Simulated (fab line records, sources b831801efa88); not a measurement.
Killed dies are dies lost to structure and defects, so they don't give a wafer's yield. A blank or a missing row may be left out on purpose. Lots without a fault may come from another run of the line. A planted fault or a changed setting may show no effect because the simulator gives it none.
Which tool did it? | flow sky130 | 11 lots, 33 wafers sampled, at 3 steps of a route of 708

WHAT THE GAUGES READ, wafer by wafer
SKY_VIA1_BOW_MEAS_03.
lot  | measured     | on            | VIA1_BOW (um)
L639 | day 34 00:01 | film_metro-01 | 73 82 69
L641 | day 34 12:19 | film_metro-01 | 77 79 85
L642 | day 34 19:04 | film_metro-02 | 74 81 75
L643 | day 35 03:02 | film_metro-02 | 74 74 75
L644 | day 35 07:05 | film_metro-01 | 82 82 89
L645 | day 35 11:49 | film_metro-02 | 68 62 72
L651 | day 37 14:40 | film_metro-02 | 80 74 81
L659 | day 39 18:54 | film_metro-01 | 91 86 78
L660 | day 40 03:20 | film_metro-01 | 87 91 88
L661 | day 40 08:41 | film_metro-03 | 83 74 82
L662 | day 40 17:34 | film_metro-03 | 65 85 79

WHICH TOOL RAN EACH LOT (tool, then ch and the chambers of the sampled wafers, then the start)
lot  | SKY_LI_CONTACT_STRIP_16              | SKY_CONTACT_ETCH_17
L639 | plasma_asher-04 ch 0,1, day 30 04:51 | rie_diel-02 ch 1,2, day 32 17:02
L641 | plasma_asher-03 ch 0,1, day 30 17:22 | rie_diel-03 ch 1,2, day 33 05:33
L642 | plasma_asher-02 ch 0,1, day 31 00:17 | rie_diel-03 ch 2,3, day 33 12:43
L643 | plasma_asher-04 ch 1, day 31 09:33   | rie_diel-02 ch 0,1,3, day 33 21:17
L644 | plasma_asher-02 ch 0,1, day 31 15:21 | rie_diel-03 ch 0,1,3, day 34 01:18
L645 | plasma_asher-02 ch 0,1, day 31 19:48 | rie_diel-04 ch 0,1,3, day 34 06:52
L651 | plasma_asher-04 ch 0,1, day 34 01:34 | rie_diel-04 ch 0,2,3, day 36 09:21
L659 | plasma_asher-02 ch 0,1, day 36 06:03 | rie_diel-03 ch 0,1,3, day 38 14:11
L660 | plasma_asher-02 ch 0,1, day 36 15:13 | rie_diel-04 ch 0,3, day 38 22:49
L661 | plasma_asher-04 ch 0,1, day 36 21:07 | rie_diel-03 ch 0,1,3, day 39 04:25
L662 | plasma_asher-02 ch 0,1, day 37 07:36 | rie_diel-02 ch 2,3, day 39 13:34
- SKY_LI_CONTACT_STRIP_16: strips in O2/N2.
- SKY_CONTACT_ETCH_17: etches SiO2 in C4F8/O2/Ar, stops on Si3N4, target depth 340 nm.

WHAT THE TOOLS THEMSELVES READ (means of the sampled wafers that have a number; where no wafer has one, the mark that the record gives instead)
SKY_LI_CONTACT_STRIP_16.
lot  | tool            | drypump_motor_current_A (A) | oes_product_au (a.u.) | strip_time_to_endpoint_s (s)
L639 | plasma_asher-04 | 5.8                         | 0.377                 | 3.528
L641 | plasma_asher-03 | 5.3                         | 0.380                 | 3.537
L642 | plasma_asher-02 | 6.0                         | 0.373                 | 3.482
L643 | plasma_asher-04 | 6.1                         | 0.381                 | 3.499
L644 | plasma_asher-02 | 6.1                         | 0.373                 | 3.530
L645 | plasma_asher-02 | 6.0                         | 0.375                 | 3.491
L651 | plasma_asher-04 | 5.5                         | 0.377                 | 3.527
L659 | plasma_asher-02 | 6.1                         | 0.376                 | 3.512
L660 | plasma_asher-02 | 6.0                         | 0.375                 | 3.500
L661 | plasma_asher-04 | 5.8                         | 0.378                 | 3.504
L662 | plasma_asher-02 | 6.0                         | 0.376                 | 3.490

SKY_CONTACT_ETCH_17.
lot  | tool        | oes_product_au (a.u.)
L639 | rie_diel-02 | 0.891
L641 | rie_diel-03 | 0.893
L642 | rie_diel-03 | 0.892
L643 | rie_diel-02 | 0.896
L644 | rie_diel-03 | 0.891
L645 | rie_diel-04 | 0.895
L651 | rie_diel-04 | 0.897
L659 | rie_diel-03 | 0.887
L660 | rie_diel-04 | 0.891
L661 | rie_diel-03 | 0.894
L662 | rie_diel-02 | 0.892

THE ANSWER, worked out from the rows above alone
Rule: what is usual is taken from the lots themselves. Put in order of their means at a reading, lots are off if they are a third of the lots or fewer, leave a main group of 4 or more, and stand apart from it by a gap of 3 or more times the standard deviation of the main group's means; of several such gaps the widest counts. A main group whose means are all the same, to the digits that the tables above print for the reading, isn't used. A lot without any number at a reading at which 4 lots or more have one is off too. The other lots that the step has rows for count as sound. The gauges are gone through in route order, then the tools' own readings, and for those a lot's mean is taken as printed above. The first step at which some lot is off is used, and at that step the reading that is off furthest; a lot without a number counts as furthest.
No lot is off at any reading shown: from this, nothing can be told.

WHAT THE SIMULATOR HAD PUT IN
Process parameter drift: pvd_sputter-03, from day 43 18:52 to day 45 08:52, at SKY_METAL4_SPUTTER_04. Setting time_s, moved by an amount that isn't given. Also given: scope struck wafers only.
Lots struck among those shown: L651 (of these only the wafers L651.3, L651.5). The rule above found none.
